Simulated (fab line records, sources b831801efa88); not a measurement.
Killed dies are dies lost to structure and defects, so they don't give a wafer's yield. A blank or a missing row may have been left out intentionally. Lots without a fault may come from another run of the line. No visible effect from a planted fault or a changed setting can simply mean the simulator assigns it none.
Which tool is to blame? || flow gf180mcu || Sampling: 6 lots, 18 wafers, 2 of 602 route steps

WHAT THE GAUGES SHOWED, per wafer
GF_V5_CD_MEAS_14 targets a cd of 260 nm.
{"lot": "L502", "measured": "day 27 17:55", "on": "cd_sem-01", "cd_nm (nm)": "259.7 259.4 259.9"}
{"lot": "L506", "measured": "day 29 03:56", "on": "cd_sem-01", "cd_nm (nm)": "259.4 259.9 261.0"}
{"lot": "L508", "measured": "day 29 13:17", "on": "cd_sem-02", "cd_nm (nm)": "260.9 260.2 259.3"}
{"lot": "L510", "measured": "day 30 03:15", "on": "cd_sem-01", "cd_nm (nm)": "258.3 259.1 260.1"}
{"lot": "L513", "measured": "day 31 03:50", "on": "cd_sem-02", "cd_nm (nm)": "261.4 261.6 261.3"}
{"lot": "L523", "measured": "day 33 10:50", "on": "cd_sem-02", "cd_nm (nm)": "259.6 260.1 259.3"}

WHICH TOOL RAN EACH LOT (tool, then ch and the chambers of the sampled wafers, then the start)
{"lot": "L502", "GF_M4_SPUTTER_00": "pvd_sputter-04, day 22 23:02"}
{"lot": "L506", "GF_M4_SPUTTER_00": "pvd_sputter-03, day 24 13:02"}
{"lot": "L508", "GF_M4_SPUTTER_00": "pvd_sputter-04, day 25 05:32"}
{"lot": "L510", "GF_M4_SPUTTER_00": "pvd_sputter-02, day 25 20:02"}
{"lot": "L513", "GF_M4_SPUTTER_00": "pvd_sputter-02, day 26 22:28"}
{"lot": "L523", "GF_M4_SPUTTER_00": "pvd_sputter-03, day 29 15:03"}
- GF_M4_SPUTTER_00: material Ti, target thk 37.5 nm, time 150 s.

THE ANSWER, worked out from the rows above alone
Rule: the lots themselves supply what counts as usual. The widest of any qualifying gaps counts: lots, ordered by their means at a reading, are off when they make up no more than a third of the lots, leave a main group of 4 or more, and stand apart from it by 3 or more times the standard deviation of that group's means. A main group is skipped when, at the precision printed for the reading in the tables above, its means are all equal. A lot without any number at a reading at which 4 lots or more have one is off too. Any other lot the step has rows for is counted as sound.
Off at GF_V5_CD_MEAS_14 (cd_nm): L513. Mean 259.7 nm and standard deviation 0.35 in the main group.
A tool fits if, at a process step before that reading, it ran every lot that is off, and no sound lot after the first of them. The gauges at GF_V5_CD_MEAS_14 are tried like those tools. One fits: pvd_sputter-02 at GF_M4_SPUTTER_00. A fault onset in the window from L510 (day 25 20:02, its last sound lot) to L513 (day 26 22:28, its first lot off) fits.

WHAT THE SIMULATOR HAD PUT IN
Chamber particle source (pvd_sputter-02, GF_M4_SPUTTER_00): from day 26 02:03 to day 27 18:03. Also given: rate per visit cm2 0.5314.
Shown lots that were struck: L513. The rule above reached the same finding.
